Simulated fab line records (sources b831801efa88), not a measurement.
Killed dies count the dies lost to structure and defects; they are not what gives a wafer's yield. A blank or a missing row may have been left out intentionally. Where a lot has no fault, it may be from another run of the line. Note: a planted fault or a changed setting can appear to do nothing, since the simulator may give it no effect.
A single fault, viewed from 2 desks | flow sky130 | each desk has only its own numbers; what lay behind them comes last

== DESK OF THE TOOL OWNER: hdpcvd-01 ==
The tool's own readings at SKY_CONTACT_HDPCVD_02 (deposits SiO2, target thk 565 nm, time 94.2 s): means of the sampled wafers that have a number, for each lot that ran on this tool. A lot is out of limits, marked OUT, if its mean lies more than 4 standard deviations from the usual mean; the brackets give that distance.
Columns: A = run-length-s at SKY_CONTACT_HDPCVD_02, usual 122.1 s
lot  | first seen here | A
L131 | day 30 11:19    | 122.1
L135 | day 32 05:46    | 122.4
L138 | day 33 09:03    | 122.2
L141 | day 34 04:53    | 122.2
L143 | day 34 16:20    | 121.9
L153 | day 37 21:23    | 118.3 (-6.2) OUT
L154 | day 38 09:46    | 118.9 (-5.2) OUT
Finding of this desk: L153, L154 out of limits; the first was L153 at day 37 21:23, on run-length-s at SKY_CONTACT_HDPCVD_02. L131, L135, L138, L141, L143: within limits.

== FROM THE METROLOGY DESK ==
Lot by lot, what the gauges showed, no matter which tool ran the lot: averages of those sampled wafers that carry a number. A lot is out of limits, marked OUT, if its mean lies more than 4 standard deviations from the usual mean; the brackets give that distance.
Columns: A = CONTACT_HDPCVD_THK at SKY_CONTACT_THK_MEAS_03, usual 566 nm
lot  | first seen here | A
L131 | day 30 11:23    | 561
L133 | day 31 10:36    | 564
L134 | day 32 01:52    | 571
L135 | day 32 05:50    | 565
L137 | day 32 18:42    | 569
L139 | day 33 05:42    | 564
L138 | day 33 09:08    | 570
L141 | day 34 04:58    | 563
L143 | day 34 16:25    | 564
L144 | day 34 23:06    | 565
L153 | day 37 21:27    | 546 (-4.2) OUT
L154 | day 38 09:50    | 547
This desk reports L153 out of limits; the earliest was L153 at day 37 21:27 (CONTACT_HDPCVD_THK at SKY_CONTACT_THK_MEAS_03). L131, L133, L134, L135, L137, L139, L138, L141, L143, L144, L154: within limits.

== BROUGHT TOGETHER ==
An alarm could have come from the tool owner's desk at day 37 21:23, on L153, L154.
On L153, the metrology desk was in a position to raise an alarm at day 37 21:27.
The metrology desk has L154 on record, within its limits.
All the named lots went through SKY_CONTACT_HDPCVD_02 on hdpcvd-01.

== WHAT THE SIMULATOR PUT IN ==
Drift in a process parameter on hdpcvd-01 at SKY_CONTACT_HDPCVD_02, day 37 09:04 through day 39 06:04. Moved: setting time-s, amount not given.
Lots struck among those shown: L153, L154.
Delay (hours) between the fault's onset and each desk's first out-of-limits reading: 12 at the tool owner's desk, 12 at the metrology desk.
